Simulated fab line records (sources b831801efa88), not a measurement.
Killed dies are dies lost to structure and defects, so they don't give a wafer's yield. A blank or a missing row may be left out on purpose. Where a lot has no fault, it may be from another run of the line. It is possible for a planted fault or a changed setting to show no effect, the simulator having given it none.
8D (eight disciplines) problem report, filled in by code :: flow sky130 :: the parts of the form that need people (team, actions taken, sign-off) are left out

== 1. WHAT WENT WRONG ==
Wafers without a fault read 15, standard deviation 4.4; killed at front end at SKY_PAD_OPEN_PROBE_99 reads a mean of 422 on 4 wafers belonging to 3 lots. Relative to the usual mean, that is a shift of +93 standard deviations.
First observed at day 49 00:26: wafer L897.6, on prober-02. Wafers with a number at this step in the record: 39, from 14 lots. Rule for "out" (also "out of limits"): further than 4 standard deviations from the usual mean. Any other wafer with a number is counted as sound.

== 2. WHAT IT IS AND WHAT IT IS NOT ==
question: which readings at this step
is: killed at front end, killed dies, killed on rim
is not: killed_at_M0_to_M3, killed at contacts, killed at other, killed short

question: which lots
is: L897, L899, L900
is not: L882, L883, L885, L886, L887, L888, L889, L890, L892, L903, L905

question: which wafers of those lots
is: L897.6, L899.1, L899.6, L900.1
is not: L897.5, L900.5

question: read on which tools
is: prober-01, prober-02
is not: -

question: when
is: from day 49 00:26
is not: up to then (28 sound wafers); but 7 sound wafers of L900, L903, L905 came after

== 3. SUSPECTS, AND WHAT RULES EACH OUT ==
Counting: any tool at a process step up to the reading remains a suspect provided it ran every lot that is out. Sound lots after the first of them don't rule it out here, since some wafers of a struck lot are sound.
- litho track-02 at SKY_NWELL_DEVELOP_22 (develop time 60 s): kept. Ran every lot that is out, first one L897 (day 8 22:00); last sound lot up to then L892 (day 7 18:00).
Left after counting: litho track-02 at SKY_NWELL_DEVELOP_22.

== 4. THE CAUSE (what the simulator had put in) ==
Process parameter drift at SKY_NWELL_DEVELOP_22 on litho track-02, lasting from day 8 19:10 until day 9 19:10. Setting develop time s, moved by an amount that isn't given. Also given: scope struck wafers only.
This tool alone remained once counting was done.

== 5. THE EFFECT CHAIN, in route order ==
Each row: a reading whose mean over the struck wafers that have a number lies more than 3 standard deviations from the usual. Only readings for which the record gives a usual standard deviation are gone through. hours: the time from each lot's start at the first step in this table that gives one to its start at this step, as a median over the lots. sigmas: the change in usual standard deviations.
hours: 0
step: SKY_PAD_OPEN_PROBE_99
reading: killed at front end
usual: 15
on struck wafers: 422
change: +407
sigmas: +93

hours: 0
step: SKY_PAD_OPEN_PROBE_99
reading: killed dies
usual: 86
on struck wafers: 492
change: +406
sigmas: +44

hours: 0
step: SKY_PAD_OPEN_PROBE_99
reading: killed on rim
usual: 17
on struck wafers: 96
change: +79
sigmas: +20
Its process steps:
- SKY_PAD_OPEN_PROBE_99
Readings that are blank on the struck wafers while sound wafers have them: NWELL_01_OVL at SKY_NWELL_OVL_MEAS_23.

== 6. WHAT WOULD HAVE CAUGHT IT SOONER ==
First out-of-limits reading in this record: day 49 00:26, which is 965 hours after fault onset at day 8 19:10.
Between SKY_NWELL_DEVELOP_22 and SKY_PAD_OPEN_PROBE_99, SKY_NWELL_OVL_MEAS_23 gave no NWELL_01_OVL on the struck wafers, where sound wafers have one: a measuring or inspecting step that comes back empty is itself a sign.
The start of SKY_NWELL_DEVELOP_22 on litho track-02 came by day 49 00:26 for every one of the lots that are out (3). A hold on the tool at that time would have spared none of them.
